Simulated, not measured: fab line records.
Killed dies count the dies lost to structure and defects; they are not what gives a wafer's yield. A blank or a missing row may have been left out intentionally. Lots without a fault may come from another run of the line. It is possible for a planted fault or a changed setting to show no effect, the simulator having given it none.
One fault through the eyes of 2 desks    flow sky130    numbers are kept per desk, each desk with only its own; the story behind them comes last

## METROLOGY DESK
Means of the sampled wafers that have a number, per lot and without regard to the tool the lot ran on: this is what the gauges read. The brackets show how far a lot's mean lies from the usual mean; more than 4 standard deviations puts the lot out of limits, marked OUT.
Columns: A = VIA1_W_THK at SKY_VIA1_THK_MEAS_23, usual 267 nm
lot   first seen here  A
L577  day 34 09:31     262
L580  day 35 19:41     265
L583  day 36 10:44     275
L584  day 36 23:08     275
L585  day 37 04:13     266
L586  day 37 18:10     264
L587  day 38 01:23     266
L588  day 38 05:25     260
L589  day 38 06:50     263
L592  day 39 11:28     273
L593  day 39 15:32     261
L594  day 39 18:02     262
This desk's verdict: no lot among the 12 shows anything out of limits.

## THE TOOL OWNER'S DESK: pvd sputter-03
The tool's own readings at SKY_METAL2_SPUTTER_03 (material Ti, target thk 5 nm, time 3.3 s): means of the sampled wafers that have a number, for each lot that ran on this tool. The brackets show how far a lot's mean lies from the usual mean; more than 4 standard deviations puts the lot out of limits, marked OUT.
Columns: A = chamber pressure pa at SKY_METAL2_SPUTTER_03, usual 0.4000 Pa; B = throttle valve pct at SKY_METAL2_SPUTTER_03, usual 29.8 %
lot   first seen here  A                  B
L577  day 34 09:56     0.3993             29.6
L580  day 35 20:07     0.3999             30.1
L583  day 36 11:10     0.4001             29.9
L584  day 36 23:33     0.4003             30.0
L592  day 39 11:54     0.4076 (+9.9) OUT  29.7
L593  day 39 15:58     0.4062 (+8.1) OUT  29.3
Finding of this desk: L592, L593 out of limits; the first was L592 at day 39 11:54, on chamber pressure pa at SKY_METAL2_SPUTTER_03. In limits: L577, L580, L583, L584.

## BROUGHT TOGETHER
An alarm could have come from the tool owner's desk at day 39 11:54, on L592, L593.
Metrology desk: nothing out of limits seen.
The metrology desk holds a record of L592, L593, inside its limits.
Every lot named ran SKY_METAL2_SPUTTER_03 on pvd sputter-03.

## WHAT WAS PUT IN BY THE SIMULATOR
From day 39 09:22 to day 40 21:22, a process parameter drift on pvd sputter-03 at SKY_METAL2_SPUTTER_03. Setting chamber pressure pa shifted by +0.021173 from 0.4. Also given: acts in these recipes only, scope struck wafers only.
Lots struck among those shown: L592, L593.
Time in hours from fault onset to the first out-of-limits reading at each desk: the tool owner's desk, 3.
